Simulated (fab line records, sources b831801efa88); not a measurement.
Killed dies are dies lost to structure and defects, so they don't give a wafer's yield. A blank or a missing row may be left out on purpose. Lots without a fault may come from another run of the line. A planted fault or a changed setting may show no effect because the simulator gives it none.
Chamber matching | flow gf180mcu | GF_V5_CMP_04 on cmp-02: 4 sister chambers
The step polishes SiO2. 8 wafers are shown with their chamber, then 7 later ones without.

WAFERS WITH THEIR CHAMBER
wafer  | chamber | motor_current_A (A)
L981.4 | 3       | 12.3
L983.2 | 1       | 10.3
L983.3 | 3       | 11.3
L985.1 | 0       | 15.0
L985.4 | 1       | 10.9
L985.5 | 2       | 11.4
L988.1 | 0       | 14.5
L988.2 | 2       | 12.3

WAFERS WITHOUT THEIR CHAMBER
wafer  | motor_current_A (A)
L988.6 | 10.6
L989.4 | 14.8
L989.5 | 10.8
L989.6 | 15.0
L991.2 | 11.6
L991.3 | 10.5
L991.5 | 10.5

WHICH CHAMBER EACH WENT THROUGH
wafer  | from the rows above          | in truth
L988.6 | 1                            | 1
L989.4 | 0                            | 0
L989.5 | can't be placed: 1 or 3 or 2 | 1
L989.6 | 0                            | 0
L991.2 | can't be placed: 3 or 2 or 1 | 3
L991.3 | 1                            | 1
L991.5 | 1                            | 1
Placed correctly: 5 of 7. Can't be placed from these rows: 2 (the true chamber is among the candidates in 2). Placed wrongly: 0.
How it was worked out, from the rows above alone: a wafer's distance from a chamber is the root of the sum, over the readings, of the square of ((its reading less the chamber's mean) divided by the reading's scatter). The wafer belongs to the nearest chamber; if the next one is less than 2 further off, it can't be placed. A chamber's mean is the mean of its shown wafers. The scatter: the root of (the sum of the squares of (reading less its chamber's mean) over the shown wafers, divided by (wafers less chambers)).
